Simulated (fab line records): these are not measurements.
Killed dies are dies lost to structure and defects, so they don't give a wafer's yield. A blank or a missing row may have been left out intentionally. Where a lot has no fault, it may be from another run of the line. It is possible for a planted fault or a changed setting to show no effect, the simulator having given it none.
Which of the tools did it? | flow sky130 | at 1 step of a route of 708, 6 lots with 18 wafers sampled

WHAT EACH GAUGE READ, for each wafer
SKY_DNWELL_TW_MEAS_09.
lot  | measured    | on            | DNWELL_TW
L932 | day 3 17:31 | film_metro-04 | 1099 1100 1099
L934 | day 3 23:05 | film_metro-03 | 1122 1119 1130
L936 | day 4 08:58 | film_metro-04 | 1107 1104 1107
L945 | day 6 08:38 | film_metro-02 | 1112 1111 1112
L947 | day 6 19:47 | film_metro-03 | 1112 1118 1118
L951 | day 7 14:52 | film_metro-02 | 1125 1126 1123

TOOL THAT RAN EACH LOT (tool first, then ch and the chambers of the sampled wafers, then the start)
The record holds no process step before these readings.

THE ANSWER, worked out from the rows above alone
Rule: what is usual is taken from the lots themselves. Put in order of their means at a reading, lots are off if they are a third of the lots or fewer, leave a main group of 4 or more, and stand apart from it by a gap of 3 or more times the standard deviation of the main group's means; of several such gaps the widest counts. A main group whose means are all the same, to the digits that the tables above print for the reading, isn't used. Also off: a lot with no number at a reading for which 4 or more lots have one. All remaining lots with rows at the step are treated as sound.
No lot is off at any reading shown: from this, nothing can be told.

WHAT THE SIMULATOR HAD INSERTED
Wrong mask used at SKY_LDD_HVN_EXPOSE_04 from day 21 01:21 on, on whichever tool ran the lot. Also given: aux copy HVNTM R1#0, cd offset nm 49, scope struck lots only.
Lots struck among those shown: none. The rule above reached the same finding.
